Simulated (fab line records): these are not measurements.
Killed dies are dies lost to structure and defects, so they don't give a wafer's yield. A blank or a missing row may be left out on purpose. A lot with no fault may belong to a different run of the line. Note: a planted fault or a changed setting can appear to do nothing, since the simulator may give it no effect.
A lot that was struck, set against a sound lot ; flow gf180mcu ; 19 steps out of a route of 602
Sound: the wafers L283.2, L283.5, L283.6. Struck: wafers L287.1, L287.2, L287.5. The cause comes at the end.
Order at every step that has rows: each side's tool, ch and its chambers, its first start. Under that, the readings that differ: sound wafers ; struck wafers ; difference of the means ; sigmas: that difference in standard deviations of wafers without a fault.
alike: same words and numbers on both sides, and readings whose means sit less than 2 such deviations apart. not compared: any withheld reading, any reading some wafer has no value for, any bound like >300 that may hide the same value, and any number with overlapping values for which the record gives no deviation.
Wherever a step has rows on one side only, a row that says differs or no value, or a row with sigmas, the two part there. Numbers that don't overlap but have no deviation are shown without sigmas and don't part them. A reading that every wafer of one side lacks parts them only if that side has two wafers or more.

first, 1 step without rows for these wafers: GF_STI_CVD_23 (deposits SiO2, target thk 650 nm, time 108.3 s).
GF_STI_THK_MEAS_24:
  sound on film metro-01 at day 4 22:52; struck on film metro-01 at day 5 20:20
  alike: STI_CVD_23_THK
GF_STI_CMP_25: polishes, stops on Si3N4, t overpolish 33 s, target thk 524.6 nm.
  sound on cmp-01 ch 0,1,3, day 4 23:04; struck on cmp-01 ch 1,2, day 5 20:30
  alike: motor current A, overpolish run s, time to endpoint s
then, 4 steps without rows for these wafers: GF_STI_WET_ETCH_26 (etches SiO2 in dHF, target depth 94 nm, time 188 s); GF_STI_WET_ETCH_27 (etches Si3N4 in H3PO4, target depth 160 nm, time 1825 s); GF_STI_WET_ETCH_28 (etches SiO2 in dHF, target depth 20 nm, time 40 s); GF_STI_OXIDATION_29 (stabilise 600 s, purge 300 s, target thk 10 nm).
GF_STI_THK_MEAS_30:
  sound on film metro-02 at day 5 01:40; struck on film metro-02 at day 5 22:49
  alike: STI_OXIDATION_02_THK
then, 4 steps without rows for these wafers: GF_DNWELL_DEHYDRATE_00 (time 60 s); GF_DNWELL_HMDS_01 (prime time 60 s); GF_DNWELL_COAT_02 (resist thk 3000 nm); GF_DNWELL_SOFTBAKE_03.
GF_DNWELL_EXPOSE_04: exposes mask DNWELL, target cd 1700 nm.
  struck on iline stepper-02, day 6 06:22; sound on iline stepper-01 ch 0, day 5 09:08
  no value came back on the struck wafers for exposure dose mJ cm2, focus offset nm (nm), na, stage vel mm s (mm/s); on the sound wafers exposure dose mJ cm2 reads 265.86 265.77 265.30
  alike: mask
then, 3 steps without rows for these wafers: GF_DNWELL_PEB_05; GF_DNWELL_DEVELOP_06 (develop time 60 s); GF_DNWELL_IMPLANT_07.
GF_DNWELL_STRIP_08: strips in O2/N2.
  sound on plasma asher-01 ch 0,1, day 5 16:11; struck on plasma asher-01 ch 0,1, day 6 14:23
  alike: drypump motor current A, heater power w, oes product au, strip time to endpoint s
  not compared: rf hours counter h
GF_DNWELL_TW_MEAS_09:
  sound on film metro-03 at day 5 16:18; struck on film metro-02 at day 6 14:29
reading;sound;struck;difference;sigmas
DNWELL_TW;1357 1352 1357;31 31 31;-1324;-88
then, 1 step without rows for these wafers: GF_NWELL_DEHYDRATE_00 (time 60 s).

== WHERE THEY PART ==
Earliest at GF_DNWELL_EXPOSE_04; latest, in this record, at GF_DNWELL_TW_MEAS_09.

WHY: whatever the simulator had introduced
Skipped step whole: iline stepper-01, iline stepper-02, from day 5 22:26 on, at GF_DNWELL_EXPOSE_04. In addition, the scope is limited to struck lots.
